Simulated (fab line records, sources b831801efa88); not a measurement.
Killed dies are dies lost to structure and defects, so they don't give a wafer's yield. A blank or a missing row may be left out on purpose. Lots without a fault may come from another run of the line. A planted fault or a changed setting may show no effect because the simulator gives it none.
A struck lot beside a sound one | flow sky130 | 26 steps out of a route of 708
Sound: wafers L408.3, L408.4, L408.6. Struck: wafers L428.2, L428.4, L428.5. The cause comes at the end.
At each step with rows: each side's tool, then ch and its chambers, then its first start. Under that, the readings that differ: sound wafers | struck wafers | difference of the means | sigmas: that difference in standard deviations of wafers without a fault.
alike: readings whose means differ by less than 2 such deviations, and words and numbers that are the same on both sides. not compared: withheld readings, readings that some wafer has no value for, bounds like >300 that may hide the same value, and numbers for which the record gives no deviation and whose values overlap.
The two part at a step that has a row with sigmas, a row that says differs or no value, or rows on one side only. Numbers that don't overlap but have no deviation are shown without sigmas and don't part them. A reading that every wafer of one side lacks parts them only if that side has two wafers or more.

first, 1 step without rows for these wafers: SKY_LDD_P_IMPLANT_09.
SKY_LDD_P_STRIP_10: strips in O2/N2.
  sound on plasma_asher-03 ch 0,1, day 19 21:10; struck on plasma_asher-03 ch 0,1, day 26 22:44
  reading                      | sound             | struck            | difference | sigmas
  strip_time_to_endpoint_s (s) | 14.27 14.23 14.26 | 14.09 14.10 14.13 | -0.15      | -4
  alike: chamber_pressure_mTorr, drypump_motor_current_A, oes_product_au
  not compared: rf_hours_counter_h
SKY_LDD_P_TW_MEAS_11:
  sound on film_metro-04, day 19 21:15; struck on film_metro-01, day 26 22:50
  alike: LDD_P_TW
then, 7 steps without rows for these wafers: SKY_LDD_HVN_DEHYDRATE_00 (time 60 s); SKY_LDD_HVN_HMDS_01 (prime time 60 s); SKY_LDD_HVN_COAT_02 (resist thk 300 nm); SKY_LDD_HVN_SOFTBAKE_03 (time 60 s); SKY_LDD_HVN_EXPOSE_04 (exposes mask HVNTM, target cd 700 nm); SKY_LDD_HVN_PEB_05; SKY_LDD_HVN_DEVELOP_06 (develop time 60 s).
SKY_LDD_HVN_OVL_MEAS_07:
  sound on overlay-01, day 21 03:58; struck on overlay-01, day 28 02:52
  reading          | sound          | struck      | difference | sigmas
  LDD_HVN_OVL (nm) | -2.1 -2.7 -0.6 | 1.1 1.9 2.2 | +3.5       | +3
then, 1 step without rows for these wafers: SKY_LDD_HVN_IMPLANT_08.
SKY_LDD_HVN_STRIP_09: strips in O2/N2.
  sound on plasma_asher-02 ch 0,1, day 21 04:10; struck on plasma_asher-02 ch 0,1, day 28 03:03
  no value came back on the struck wafers for chamber_pressure_mTorr (mTorr), drypump_motor_current_A (A), oes_product_au (a.u.), strip_time_to_endpoint_s (s); on the sound wafers chamber_pressure_mTorr (mTorr) reads 1499.2 1500.3 1499.7
  reading                                      | sound | struck          | difference | sigmas
  model.NOVOLAK_of_LDD_HVN_COAT_02.thk_nm (nm) | 0 0 0 | 300 300.4 300.2 | +300       |
  not compared: rf_hours_counter_h
SKY_LDD_HVN_TW_MEAS_10:
  sound on film_metro-02, day 21 04:15; struck on film_metro-02, day 28 03:10
  alike: LDD_HVN_TW
then, 3 steps without rows for these wafers: SKY_LDD_HVP_DEHYDRATE_00 (time 60 s); SKY_LDD_HVP_HMDS_01 (prime time 60 s); SKY_LDD_HVP_COAT_02 (resist thk 300 nm).
SKY_LDD_HVP_SOFTBAKE_03: time 62.16 s.
  sound on litho_track-01 ch 0, day 21 20:07; struck on litho_track-02 ch 0, day 28 15:41
  alike: plate_sensor_t_centre_C, plate_sensor_t_edge_C
then, 3 steps without rows for these wafers: SKY_LDD_HVP_EXPOSE_04 (exposes mask HVPTM, target cd 700 nm); SKY_LDD_HVP_PEB_05; SKY_LDD_HVP_DEVELOP_06 (develop time 60 s).
SKY_LDD_HVP_OVL_MEAS_07:
  sound on overlay-02, day 22 11:08; struck on overlay-02, day 29 03:49
  alike: LDD_HVP_OVL
then, 1 step without rows for these wafers: SKY_LDD_HVP_IMPLANT_08.
SKY_LDD_HVP_STRIP_09: strips in O2/N2.
  sound on plasma_asher-01 ch 0,1, day 22 11:20; struck on plasma_asher-01 ch 0,1, day 29 03:59
  reading                      | sound             | struck            | difference | sigmas
  oes_product_au (a.u.)        | 0.408 0.415 0.404 | 0.605 0.609 0.607 | +0.198     | +44
  strip_time_to_endpoint_s (s) | 4.116 4.116 4.136 | 8.961 8.980 8.950 | +4.841     | +99 or more
  alike: chamber_pressure_mTorr, drypump_motor_current_A
  not compared: rf_hours_counter_h
SKY_LDD_HVP_TW_MEAS_10:
  sound on film_metro-02, day 22 11:26; struck on film_metro-02, day 29 04:06
  reading    | sound             | struck         | difference | sigmas
  LDD_HVP_TW | 451.5 451.8 455.0 | 29.8 29.9 29.8 | -422.9     | -99 or more
then, 1 step without rows for these wafers: SKY_LDD_LDN_DEHYDRATE_00 (time 60 s).

WHERE THEY PART
First at SKY_LDD_P_STRIP_10; last, within this record, at SKY_LDD_HVP_TW_MEAS_10.

WHY: what the simulator had put in
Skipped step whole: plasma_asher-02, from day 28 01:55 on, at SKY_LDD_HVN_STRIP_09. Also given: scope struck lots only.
